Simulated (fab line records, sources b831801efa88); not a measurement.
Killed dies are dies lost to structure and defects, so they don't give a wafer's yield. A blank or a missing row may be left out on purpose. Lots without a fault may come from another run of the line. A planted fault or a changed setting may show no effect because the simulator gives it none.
Which tool did it? | flow sky130 | 14 lots, 42 wafers sampled, at 3 steps of a route of 708

WHAT THE GAUGES READ, wafer by wafer
SKY_LDD_LDN_OVL_MEAS_07.
lot  | measured     | on         | LDD_LDN_OVL (nm)
L924 | day 23 12:35 | overlay-01 | -2.3 -2.4 -1.9
L925 | day 23 19:34 | overlay-01 | -2.9 -2.8 -4.5
L928 | day 24 21:13 | overlay-01 | -1.2 -0.9 -1.4
L929 | day 25 07:46 | overlay-02 | -0.4 0.6 -0.7
L930 | day 25 15:01 | overlay-02 | 0.2 -1.0 2.4
L931 | day 25 18:49 | overlay-02 | 1.2 -0.2 0.7
L933 | day 26 19:05 | overlay-01 | -1.3 -0.8 -1.8
L936 | day 28 01:31 | overlay-02 | -0.7 -1.0 -0.4
L941 | day 28 23:59 | overlay-01 | - - -
L942 | day 29 11:13 | overlay-01 | - - -
L945 | day 30 15:31 | overlay-02 | -0.2 -1.2 -0.5
L944 | day 30 22:04 | overlay-01 | -3.7 -2.9 -5.2
L946 | day 30 22:34 | overlay-02 | -1.8 -1.8 -0.9
L947 | day 31 09:40 | overlay-01 | -2.4 -2.1 -4.4

SKY_RES_XHIGH_TW_MEAS_09.
lot  | measured     | on            | RES_XHIGH_TW
L924 | day 27 08:02 | film_metro-03 | 1659 1661 1661
L925 | day 27 15:34 | film_metro-03 | 1659 1664 1661
L928 | day 28 15:20 | film_metro-01 | 1636 1638 1630
L929 | day 29 05:17 | film_metro-03 | 1663 1660 1661
L930 | day 29 08:59 | film_metro-02 | 1648 1635 1638
L931 | day 29 13:04 | film_metro-03 | 1662 1668 1655
L933 | day 30 12:13 | film_metro-03 | 1665 1671 1656
L936 | day 31 19:10 | film_metro-03 | 1666 1670 1661
L941 | day 32 15:47 | film_metro-01 | 1912 1911 1926
L942 | day 33 03:32 | film_metro-01 | 1911 1908 1914
L945 | day 34 07:22 | film_metro-02 | 1652 1649 1649
L944 | day 34 11:55 | film_metro-03 | 1650 1660 1661
L946 | day 34 12:53 | film_metro-03 | 1661 1664 1663
L947 | day 34 22:37 | film_metro-02 | 1648 1652 1657

WHICH TOOL RAN EACH LOT (tool, then ch and the chambers of the sampled wafers, then the start)
lot  | SKY_LDD_LDN_COAT_02
L924 | litho_track-01 ch 0, day 22 20:56
L925 | litho_track-01 ch 0, day 23 04:16
L928 | litho_track-01 ch 0, day 24 05:56
L929 | litho_track-04 ch 0, day 24 16:38
L930 | litho_track-04 ch 0, day 25 00:19
L931 | litho_track-01 ch 0, day 25 03:53
L933 | litho_track-01 ch 0, day 26 05:08
L936 | litho_track-03 ch 0, day 27 11:10
L941 | litho_track-03, day 28 08:32
L942 | litho_track-01, day 28 21:58
L945 | litho_track-01 ch 0, day 30 01:22
L944 | litho_track-01 ch 0, day 30 07:40
L946 | litho_track-03 ch 0, day 30 08:37
L947 | litho_track-03 ch 0, day 30 18:35
- SKY_LDD_LDN_COAT_02: resist thk 1140 nm.

WHAT THE TOOLS THEMSELVES READ (means of the sampled wafers that have a number; where no wafer has one, the mark that the record gives instead)
SKY_LDD_LDN_COAT_02.
lot  | tool           | chill_plate_temp_C (C) | dispense_pressure_kPa (kPa)
L924 | litho_track-01 | 23.05                  | 53
L925 | litho_track-01 | 23.08                  | 53
L928 | litho_track-01 | 23.00                  | 53
L929 | litho_track-04 | 23.08                  | 51
L930 | litho_track-04 | 23.05                  | 51
L931 | litho_track-01 | 23.06                  | 53
L933 | litho_track-01 | 23.03                  | 53
L936 | litho_track-03 | 22.85                  | 44
L941 | litho_track-03 | -                      | -
L942 | litho_track-01 | -                      | -
L945 | litho_track-01 | 23.02                  | 53
L944 | litho_track-01 | 23.06                  | 53
L946 | litho_track-03 | 22.92                  | 44
L947 | litho_track-03 | 23.07                  | 44

THE ANSWER, worked out from the rows above alone
Rule: what is usual is taken from the lots themselves. Put in order of their means at a reading, lots are off if they are a third of the lots or fewer, leave a main group of 4 or more, and stand apart from it by a gap of 3 or more times the standard deviation of the main group's means; of several such gaps the widest counts. A main group whose means are all the same, to the digits that the tables above print for the reading, isn't used. A lot without any number at a reading at which 4 lots or more have one is off too. The other lots that the step has rows for count as sound. The gauges are gone through in route order, then the tools' own readings, and for those a lot's mean is taken as printed above. The first step at which some lot is off is used, and at that step the reading that is off furthest; a lot without a number counts as furthest.
Off: L941, L942, at SKY_LDD_LDN_OVL_MEAS_07 (LDD_LDN_OVL). Without a number there: L941, L942. The main group: mean -1.4 nm, standard deviation 1.4.
A tool fits if, at a process step before that reading, it ran every lot that is off, and no sound lot after the first of them. The gauges at SKY_LDD_LDN_OVL_MEAS_07 aren't tried: what is off there is off at SKY_RES_XHIGH_TW_MEAS_09 too, on other tools, and a gauge's error can't cause that. None of those tried fits.

WHAT THE SIMULATOR HAD PUT IN
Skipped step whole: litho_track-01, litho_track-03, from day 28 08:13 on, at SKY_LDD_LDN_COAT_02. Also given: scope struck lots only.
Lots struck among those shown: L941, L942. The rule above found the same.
